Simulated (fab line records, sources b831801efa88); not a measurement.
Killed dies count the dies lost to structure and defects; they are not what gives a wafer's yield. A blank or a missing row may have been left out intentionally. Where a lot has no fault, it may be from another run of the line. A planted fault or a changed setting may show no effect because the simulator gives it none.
Problem report in the 8D (eight disciplines) form, filled by code | flow gf180mcu | the parts of the form that need people (team, actions taken, sign-off) are left out

## 1. THE PROBLEM
Wafers free of any fault read 567.9 (standard deviation 2.4) for VT_IMPLANT_TW at GF_VT_IMPLANT_TW_MEAS_10, against a mean of 584.8 on 6 wafers of 2 lots. That is +7.0 standard deviations from the usual mean.
Earliest sighting: wafer L984.1 on film-metro-03 at day 9 01:29. The record holds 42 wafers of 14 lots with a number at this step. Rule for "out", or "out of limits": more than 4 standard deviations from the usual mean. The rest of the wafers with a number are treated as sound.

## 2. WHAT IT IS, WHAT IT ISN'T
question                    | is                     | is not
which readings at this step | VT_IMPLANT_TW          | -
which lots                  | L984, L985             | L972, L973, L975, L976, L977, L978, L982, L983, L986, L990, L992, L994
which wafers of those lots  | all that have a number | -
read on which gauges        | film-metro-03          | film-metro-02
when                        | from day 9 01:29       | up to then (24 sound wafers); but 12 sound wafers of L986, L990, L992, L994 came after

## 3. WHAT RULES OUT EACH SUSPECT
Counting: any tool at a process step up to the reading is kept as a suspect provided that every lot that is out went through it and no sound lot did after the first of them.
- the gauge at GF_VT_IMPLANT_TW_MEAS_10: ruled out. All the wafers that are out were read on film-metro-03, but those of them that GF_VT_IMPLANT_IMPLANT_08 has rows for are out there too, on other tools.
- implanter-01 at GF_VT_IMPLANT_IMPLANT_08: ruled out as a lasting fault. Sound lots L994 ran on it after its first lot that is out, L984 (day 9 01:14).
Left after counting: nothing in the record.

## 4. THE CAUSE (what the simulator had put in)
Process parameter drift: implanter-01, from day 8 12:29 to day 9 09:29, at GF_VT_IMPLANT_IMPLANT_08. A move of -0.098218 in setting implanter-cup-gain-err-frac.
Counting ruled it out, wrongly: the rule takes a fault to strike every lot that its tool runs from its start on, and this one did not.

## 5. SEQUENCE OF EFFECTS, ordered by route
Each row: a reading where the mean over the struck wafers with a number is more than 3 standard deviations away from the usual. Only readings for which the record gives a usual standard deviation are gone through. hours: the time from each lot's start at the first step in this table that gives one to its start at this step, as a median over the lots. sigmas: the change in usual standard deviations.
hours | step                     | reading            | usual   | on struck wafers | change | sigmas
0     | GF_VT_IMPLANT_IMPLANT_08 | beam-on-s          | 10.01 s | 11.12            | +1.11  | +5.9
0     | GF_VT_IMPLANT_IMPLANT_08 | faraday-current-uA | 46.7    | 42.0             | -4.7   | -5.3
0     | GF_VT_IMPLANT_TW_MEAS_10 | VT_IMPLANT_TW      | 567.9   | 584.8            | +16.9  | +7.0
Its process steps:
- GF_VT_IMPLANT_IMPLANT_08

## 6. WHAT WOULD HAVE CAUGHT IT SOONER
Counted from the fault's start at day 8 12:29, it took 13 hours until the first out-of-limits reading at a measuring or inspecting step in this record, taken at day 9 01:29.
At GF_VT_IMPLANT_IMPLANT_08, the tool's own readings (beam-on-s, faraday-current-uA) were out on each struck wafer the step has a row for, so an alarm limit on them would have fired on the first such wafer.
